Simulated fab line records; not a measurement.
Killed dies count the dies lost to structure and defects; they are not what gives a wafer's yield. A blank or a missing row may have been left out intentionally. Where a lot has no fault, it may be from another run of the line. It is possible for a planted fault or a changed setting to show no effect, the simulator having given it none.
The same fault as seen by 2 desks | flow gf180mcu | only its own numbers are on each desk; what lay behind them is given at the end

== METROLOGY DESK ==
Means of the sampled wafers that have a number, per lot and without regard to the tool the lot ran on: this is what the gauges read. Marked OUT: a lot whose mean sits more than 4 standard deviations from the usual mean, which makes it out of limits; the brackets give that distance.
Columns: A = M2_ALCU_RS at GF_M2_RS_MEAS_05, usual 0.0695 ohm/sq
lot  | first seen here | A
L247 | day 18 03:55    | 0.0689
L248 | day 18 20:10    | 0.0701
L249 | day 19 06:15    | 0.0687
L252 | day 20 00:25    | 0.0700
L253 | day 21 00:10    | 0.0696
L257 | day 22 08:23    | 0.0694
L258 | day 22 10:34    | 0.0699
L259 | day 22 18:45    | 0.0689
L264 | day 24 11:12    | 0.0690
L265 | day 24 23:30    | 0.0691
L267 | day 25 08:53    | 0.0693
L269 | day 26 02:00    | 0.0700
L270 | day 26 02:40    | 0.0699
This desk's verdict: no lot among the 13 shows anything out of limits.

== DESK OF THE TOOL OWNER: cmp-02 ==
The tool's own readings at GF_V2_CMP_04 (polishes SiO2): means of the sampled wafers that have a number, for each lot that ran on this tool. Marked OUT: a lot whose mean sits more than 4 standard deviations from the usual mean, which makes it out of limits; the brackets give that distance.
Columns: A = motor_current_A at GF_V2_CMP_04, usual 12.8 A; B = time_to_endpoint_s at GF_V2_CMP_04, usual 79 s
lot  | first seen here | A    | B
L247 | day 19 04:23    | 13.1 | 80
L248 | day 19 22:38    | 12.5 | 82
L253 | day 22 01:11    | 13.5 | 76
L258 | day 23 11:03    | 13.0 | 95
L259 | day 23 18:46    | 14.2 | 105 (+4.9) OUT
L267 | day 26 06:46    | 13.4 | 77
L269 | day 26 23:07    | 13.3 | 74
L270 | day 26 23:58    | 13.0 | 75
This desk's finding: out of limits on L259; first on L259, day 23 18:46 (time_to_endpoint_s at GF_V2_CMP_04). In limits: L247, L248, L253, L258, L267, L269, L270.

== PUT TOGETHER ==
An alarm could have come from the tool owner's desk at day 23 18:46, on L259.
Metrology desk: nothing out of limits seen.
The metrology desk has L259 on record, within its limits.
Of the lots named, all ran GF_V2_CMP_04 on cmp-02.

== WHAT THE SIMULATOR PUT IN ==
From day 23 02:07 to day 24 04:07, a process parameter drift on cmp-02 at GF_V2_CMP_04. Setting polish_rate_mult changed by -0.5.
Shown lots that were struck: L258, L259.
Time in hours from fault onset to the first out-of-limits reading at each desk: the tool owner's desk, 17.
